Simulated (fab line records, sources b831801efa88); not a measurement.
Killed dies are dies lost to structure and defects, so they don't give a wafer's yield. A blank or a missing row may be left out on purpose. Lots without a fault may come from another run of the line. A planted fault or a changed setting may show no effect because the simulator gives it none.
Which tool did it? | flow gf180mcu | 24 lots, 72 wafers sampled, at 5 steps of a route of 602

WHAT THE GAUGES READ, wafer by wafer
GF_V5_RS_MEAS_24: measures by four-point-probe. Usual: V5_W_RS 0.327 ohm/sq, standard deviation 0.0053.
lot  | measured     | on            | V5_W_RS (ohm/sq)  | flag
L074 | day 27 04:21 | film_metro-04 | 0.327 0.331 0.329 |
L075 | day 27 13:01 | film_metro-03 | 0.331 0.328 0.328 |
L076 | day 27 17:19 | film_metro-04 | 0.324 0.326 0.326 |
L077 | day 28 05:31 | film_metro-04 | 0.331 0.332 0.328 |
L078 | day 28 10:54 | film_metro-03 | 0.328 0.329 0.326 |
L079 | day 28 16:02 | film_metro-01 | 0.329 0.324 0.325 |
L080 | day 29 03:37 | film_metro-04 | 0.331 0.326 0.329 |
L081 | day 29 10:42 | film_metro-01 | 0.327 0.332 0.327 |
L082 | day 29 15:40 | film_metro-04 | 0.322 0.324 0.322 |
L083 | day 30 01:30 | film_metro-01 | 0.328 0.328 0.328 |
L084 | day 30 06:15 | film_metro-01 | 0.329 0.325 0.323 |
L085 | day 30 12:57 | film_metro-03 | 0.329 0.330 0.328 |
L086 | day 30 15:59 | film_metro-03 | 0.336 0.337 0.336 |
L087 | day 31 05:09 | film_metro-04 | 0.328 0.328 0.328 |
L088 | day 31 08:20 | film_metro-03 | 0.329 0.334 0.334 |
L089 | day 31 14:54 | film_metro-04 | 0.321 0.325 0.321 |
L090 | day 32 03:08 | film_metro-03 | 0.314 0.313 0.327 |
L091 | day 32 04:31 | film_metro-01 | 0.326 0.310 0.322 |
L092 | day 32 09:09 | film_metro-04 | 0.327 0.328 0.327 |
L093 | day 32 15:55 | film_metro-04 | 0.334 0.334 0.330 |
L094 | day 32 23:27 | film_metro-01 | 0.332 0.331 0.329 |
L095 | day 33 03:31 | film_metro-01 | 0.323 0.325 0.327 |
L096 | day 33 08:30 | film_metro-01 | 0.314 0.312 0.316 |
L097 | day 33 11:10 | film_metro-01 | 0.331 0.322 0.332 |

WHICH TOOL RAN EACH LOT (tool, then ch and the chambers of the sampled wafers, then the start)
lot  | GF_V2_SPUTTER_22             | GF_V4_CMP_26                  | GF_M5_ETCH_09                      | GF_V5_STRIP_18
L074 | pvd_sputter-04, day 20 04:53 | cmp-01 ch 0,1,2, day 24 08:25 | rie_diel-02 ch 0,2,3, day 26 04:45 | plasma_asher-03 ch 0,1, day 27 03:31
L075 | pvd_sputter-04, day 20 12:17 | cmp-02 ch 0,1,3, day 24 17:56 | rie_diel-01 ch 0,1,3, day 26 14:06 | plasma_asher-03 ch 0,1, day 27 12:16
L076 | pvd_sputter-02, day 20 19:29 | cmp-01 ch 0,1,2, day 24 22:40 | rie_diel-01 ch 0,2,3, day 26 18:49 | plasma_asher-04 ch 0,1, day 27 16:33
L077 | pvd_sputter-04, day 21 09:11 | cmp-02 ch 0,1,2, day 25 12:19 | rie_diel-01 ch 0,1,2, day 27 07:24 | plasma_asher-02 ch 0,1, day 28 04:46
L078 | pvd_sputter-01, day 21 16:26 | cmp-01 ch 0,2,3, day 25 18:47 | rie_diel-03 ch 1,2, day 27 12:49   | plasma_asher-04 ch 0,1, day 28 10:10
L079 | pvd_sputter-02, day 21 23:11 | cmp-02 ch 0,3, day 26 00:52   | rie_diel-03 ch 2,3, day 27 18:24   | plasma_asher-02 ch 0,1, day 28 15:17
L080 | pvd_sputter-01, day 22 13:38 | cmp-01 ch 2,3, day 26 13:13   | rie_diel-02 ch 0,1,2, day 28 05:45 | plasma_asher-04 ch 0,1, day 29 02:50
L081 | pvd_sputter-02, day 22 20:11 | cmp-01 ch 0,1,3, day 26 19:57 | rie_diel-01 ch 0,2, day 28 12:54   | plasma_asher-04 ch 0,1, day 29 09:56
L082 | pvd_sputter-02, day 23 02:26 | cmp-02 ch 0,1,3, day 27 00:20 | rie_diel-02 ch 0,1, day 28 17:51   | plasma_asher-04 ch 1, day 29 14:51
L083 | pvd_sputter-04, day 23 15:07 | cmp-01 ch 0,1,3, day 27 11:42 | rie_diel-02 ch 0,3, day 29 04:30   | plasma_asher-03 ch 0,1, day 30 00:46
L084 | pvd_sputter-04, day 23 20:38 | cmp-02 ch 0,1,2, day 27 16:49 | rie_diel-01 ch 0,2,3, day 29 09:06 | plasma_asher-02 ch 0,1, day 30 05:30
L085 | pvd_sputter-02, day 24 07:08 | cmp-01 ch 0,3, day 28 01:22   | rie_diel-01 ch 1,2,3, day 29 16:42 | plasma_asher-03 ch 0,1, day 30 12:09
L086 | pvd_sputter-02, day 24 09:43 | cmp-02 ch 0,1,3, day 28 05:19 | rie_diel-02 ch 0,3, day 29 20:21   | plasma_asher-03 ch 1, day 30 15:13
L087 | pvd_sputter-04, day 25 05:02 | cmp-02 ch 0,2, day 28 21:04   | rie_diel-03 ch 1,3, day 30 09:40   | plasma_asher-02 ch 0,1, day 31 04:21
L088 | pvd_sputter-04, day 25 08:16 | cmp-02 ch 0,2, day 28 23:53   | rie_diel-01 ch 0,1,3, day 30 12:12 | plasma_asher-04 ch 1, day 31 07:32
L089 | pvd_sputter-02, day 25 16:23 | cmp-02 ch 0,2,3, day 29 07:15 | rie_diel-03 ch 0,3, day 30 18:31   | plasma_asher-04 ch 0,1, day 31 14:09
L090 | pvd_sputter-02, day 26 00:56 | cmp-02 ch 1,3, day 29 14:30   | rie_diel-01 ch 0,2,3, day 31 07:42 | plasma_asher-02 ch 0, day 32 02:21
L091 | pvd_sputter-01, day 26 05:53 | cmp-02 ch 0,3, day 29 18:44   | rie_diel-01 ch 0,1,3, day 31 08:31 | plasma_asher-02 ch 0, day 32 03:45
L092 | pvd_sputter-04, day 26 14:38 | cmp-02 ch 0,2,3, day 30 02:45 | rie_diel-03 ch 0,1,2, day 31 13:39 | plasma_asher-02 ch 0,1, day 32 08:24
L093 | pvd_sputter-01, day 26 22:40 | cmp-02 ch 1,3, day 30 09:06   | rie_diel-01 ch 1,3, day 31 20:22   | plasma_asher-04 ch 0,1, day 32 15:08
L094 | pvd_sputter-04, day 27 09:02 | cmp-02 ch 1,3, day 30 17:28   | rie_diel-01 ch 1,3, day 32 04:42   | plasma_asher-03 ch 0,1, day 32 22:40
L095 | pvd_sputter-02, day 27 13:47 | cmp-01 ch 1,2, day 30 22:53   | rie_diel-02 ch 1,2,3, day 32 08:31 | plasma_asher-02 ch 0,1, day 33 02:39
L096 | pvd_sputter-02, day 27 18:42 | cmp-01 ch 0,1,2, day 31 03:20 | rie_diel-02 ch 0,1,3, day 32 14:51 | plasma_asher-02 ch 0,1, day 33 07:46
L097 | pvd_sputter-01, day 27 21:31 | cmp-01 ch 0,1,2, day 31 07:20 | rie_diel-01 ch 0,3, day 32 17:39   | plasma_asher-02 ch 0,1, day 33 10:23
- GF_V2_SPUTTER_22: material TiN, target thk 10 nm, time 40 s.
- GF_V4_CMP_26: polishes, stops on SiO2, t overpolish 15 s, target thk 0 nm.
- GF_M5_ETCH_09: etches Si3N4 in CF4/O2, target depth 52 nm, time 11.6 s.
- GF_V5_STRIP_18: strips in O2/N2.

WHAT THE TOOLS THEMSELVES READ (means of the sampled wafers that have a number; where no wafer has one, the mark that the record gives instead)
GF_V2_SPUTTER_22. Usual: cathode_dc_power_W 3999.9 W, standard deviation 0.8; throttle_valve_pct 29.5 %, standard deviation 1.
lot  | tool           | cathode_dc_power_W (W) | throttle_valve_pct (%) | flag
L074 | pvd_sputter-04 | 3999.8                 | 28.7                   |
L075 | pvd_sputter-04 | 3999.7                 | 29.7                   |
L076 | pvd_sputter-02 | 3999.1                 | 29.4                   |
L077 | pvd_sputter-04 | 3999.7                 | 29.9                   |
L078 | pvd_sputter-01 | 3999.7                 | 30.0                   |
L079 | pvd_sputter-02 | 4000.6                 | 29.4                   |
L080 | pvd_sputter-01 | 4000.5                 | 30.7                   |
L081 | pvd_sputter-02 | 4000.0                 | 29.3                   |
L082 | pvd_sputter-02 | 4000.3                 | 29.7                   |
L083 | pvd_sputter-04 | 4000.6                 | 28.7                   |
L084 | pvd_sputter-04 | 3999.7                 | 28.9                   |
L085 | pvd_sputter-02 | 4000.6                 | 29.8                   |
L086 | pvd_sputter-02 | 3999.8                 | 29.4                   |
L087 | pvd_sputter-04 | 3999.8                 | 29.6                   |
L088 | pvd_sputter-04 | 4000.9                 | 30.0                   |
L089 | pvd_sputter-02 | 4000.2                 | 29.3                   |
L090 | pvd_sputter-02 | 3999.8                 | 29.3                   |
L091 | pvd_sputter-01 | 4000.2                 | 30.6                   |
L092 | pvd_sputter-04 | 3999.5                 | 28.9                   |
L093 | pvd_sputter-01 | 4000.3                 | 30.5                   |
L094 | pvd_sputter-04 | 4000.3                 | 29.7                   |
L095 | pvd_sputter-02 | 3999.6                 | 29.7                   |
L096 | pvd_sputter-02 | 3999.6                 | 29.1                   |
L097 | pvd_sputter-01 | 4000.4                 | 30.1                   |

GF_V4_CMP_26. Usual: motor_current_A 10.7 A, standard deviation 1.1; overpolish_run_s 15.000 s, standard deviation 0.0093; time_to_endpoint_s 85.9 s, standard deviation 2.4.
lot  | tool   | motor_current_A (A) | overpolish_run_s (s) | time_to_endpoint_s (s) | flag
L074 | cmp-01 | 11.1                | 15.004               | 84.2                   |
L075 | cmp-02 | 10.0                | 15.010               | 87.9                   |
L076 | cmp-01 | 10.9                | 14.994               | 86.4                   |
L077 | cmp-02 | 10.7                | 14.992               | 82.1                   |
L078 | cmp-01 | 10.5                | 14.999               | 86.4                   |
L079 | cmp-02 | 10.3                | 14.987               | 85.6                   |
L080 | cmp-01 | 10.0                | 15.001               | 87.9                   |
L081 | cmp-01 | 10.5                | 15.006               | 89.6                   |
L082 | cmp-02 | 10.2                | 15.002               | 81.7                   |
L083 | cmp-01 | 10.5                | 15.000               | 84.7                   |
L084 | cmp-02 | 10.9                | 14.995               | 87.1                   |
L085 | cmp-01 | 9.8                 | 15.002               | 87.8                   |
L086 | cmp-02 | 10.0                | 15.005               | 86.9                   |
L087 | cmp-02 | 10.7                | 14.998               | 86.5                   |
L088 | cmp-02 | 11.8                | 14.996               | 87.0                   |
L089 | cmp-02 | 11.2                | 14.998               | 85.3                   |
L090 | cmp-02 | 9.8                 | 15.001               | 86.6                   |
L091 | cmp-02 | 9.8                 | 15.010               | 85.9                   |
L092 | cmp-02 | 11.2                | 15.009               | 87.9                   |
L093 | cmp-02 | 10.0                | 15.006               | 86.0                   |
L094 | cmp-02 | 10.3                | 15.002               | 84.8                   |
L095 | cmp-01 | 10.7                | 15.000               | 84.6                   |
L096 | cmp-01 | 11.4                | 14.998               | 84.9                   |
L097 | cmp-01 | 10.6                | 15.003               | 88.3                   |

GF_M5_ETCH_09. Usual: drypump_motor_current_A 5.6 A, standard deviation 0.38; oes_product_au 0.999 a.u., standard deviation 0.0084; rf_fwd_power_W 785 W, standard deviation 5.1; throttle_valve_pct 5.971 %, standard deviation 0.0094.
lot  | tool        | drypump_motor_current_A (A) | oes_product_au (a.u.) | rf_fwd_power_W (W) | throttle_valve_pct (%) | flag
L074 | rie_diel-02 | 5.7                         | 1.000                 | 787                | 5.969                  |
L075 | rie_diel-01 | 5.6                         | 0.995                 | 782                | 5.979                  |
L076 | rie_diel-01 | 5.4                         | 0.991                 | 786                | 5.968                  |
L077 | rie_diel-01 | 5.2                         | 1.004                 | 785                | 5.977                  |
L078 | rie_diel-03 | 5.7                         | 1.005                 | 783                | 5.980                  |
L079 | rie_diel-03 | 5.6                         | 0.997                 | 787                | 5.973                  |
L080 | rie_diel-02 | 6.0                         | 0.998                 | 787                | 5.974                  |
L081 | rie_diel-01 | 5.4                         | 1.009                 | 786                | 5.978                  |
L082 | rie_diel-02 | 5.9                         | 0.993                 | 792                | 5.967                  |
L083 | rie_diel-02 | 5.6                         | 0.999                 | 790                | 5.970                  |
L084 | rie_diel-01 | 5.4                         | 1.009                 | 784                | 5.961                  |
L085 | rie_diel-01 | 5.3                         | 0.994                 | 788                | 5.972                  |
L086 | rie_diel-02 | 5.7                         | 0.994                 | 790                | 5.972                  |
L087 | rie_diel-03 | 5.7                         | 1.002                 | 785                | 5.973                  |
L088 | rie_diel-01 | 5.6                         | 1.006                 | 782                | 5.969                  |
L089 | rie_diel-03 | 5.7                         | 0.997                 | 782                | 5.963                  |
L090 | rie_diel-01 | 5.4                         | 1.005                 | 787                | 5.971                  |
L091 | rie_diel-01 | 5.6                         | 1.001                 | 783                | 5.974                  |
L092 | rie_diel-03 | 5.7                         | 1.005                 | 783                | 5.975                  |
L093 | rie_diel-01 | 5.6                         | 0.998                 | 781                | 5.967                  |
L094 | rie_diel-01 | 5.6                         | 0.999                 | 780                | 5.969                  |
L095 | rie_diel-02 | 5.9                         | 0.989                 | 791                | 5.966                  |
L096 | rie_diel-02 | 5.9                         | 1.001                 | 789                | 5.975                  |
L097 | rie_diel-01 | 5.7                         | 0.993                 | 781                | 5.970                  |

GF_V5_STRIP_18. Usual: drypump_motor_current_A 5.7 A, standard deviation 0.35; heater_power_w 331 W, standard deviation 37; oes_product_au 0.568 a.u., standard deviation 0.0051.
lot  | tool            | drypump_motor_current_A (A) | heater_power_w (W) | oes_product_au (a.u.) | flag
L074 | plasma_asher-03 | 6.1                         | 331                | 0.571                 |
L075 | plasma_asher-03 | 6.3                         | 324                | 0.568                 |
L076 | plasma_asher-04 | 5.5                         | 332                | 0.571                 |
L077 | plasma_asher-02 | 5.7                         | 352                | 0.567                 |
L078 | plasma_asher-04 | 5.5                         | 342                | 0.568                 |
L079 | plasma_asher-02 | 5.7                         | 347                | 0.571                 |
L080 | plasma_asher-04 | 5.5                         | 336                | 0.566                 |
L081 | plasma_asher-04 | 5.5                         | 338                | 0.565                 |
L082 | plasma_asher-04 | 5.5                         | 283                | 0.572                 |
L083 | plasma_asher-03 | 6.1                         | 333                | 0.572                 |
L084 | plasma_asher-02 | 5.7                         | 353                | 0.568                 |
L085 | plasma_asher-03 | 6.1                         | 332                | 0.562                 |
L086 | plasma_asher-03 | 5.9                         | 341                | 0.564                 |
L087 | plasma_asher-02 | 5.7                         | 355                | 0.564                 |
L088 | plasma_asher-04 | 5.4                         | 285                | 0.566                 |
L089 | plasma_asher-04 | 5.5                         | 311                | 0.566                 |
L090 | plasma_asher-02 | 5.4                         | 294                | 0.568                 |
L091 | plasma_asher-02 | 5.4                         | 298                | 0.573                 |
L092 | plasma_asher-02 | 5.7                         | 355                | 0.568                 |
L093 | plasma_asher-04 | 5.5                         | 311                | 0.564                 |
L094 | plasma_asher-03 | 6.1                         | 336                | 0.569                 |
L095 | plasma_asher-02 | 5.5                         | 326                | 0.567                 |
L096 | plasma_asher-02 | 5.5                         | 323                | 0.570                 |
L097 | plasma_asher-02 | 5.7                         | 356                | 0.568                 |

THE ANSWER, worked out from the rows above alone
Rule: a lot is off if the mean of its wafers that have a number lies more than 3 standard deviations from the usual mean. A lot without any number at a reading at which 4 lots or more have one is off too. The other lots that the step has rows for count as sound. The gauges are gone through in route order, then the tools' own readings, and for those a lot's mean is taken as printed above. The first step at which some lot is off is used, and at that step the reading that is off furthest; a lot without a number counts as furthest.
No lot is off at any reading shown: from this, nothing can be told.

WHAT THE SIMULATOR HAD PUT IN
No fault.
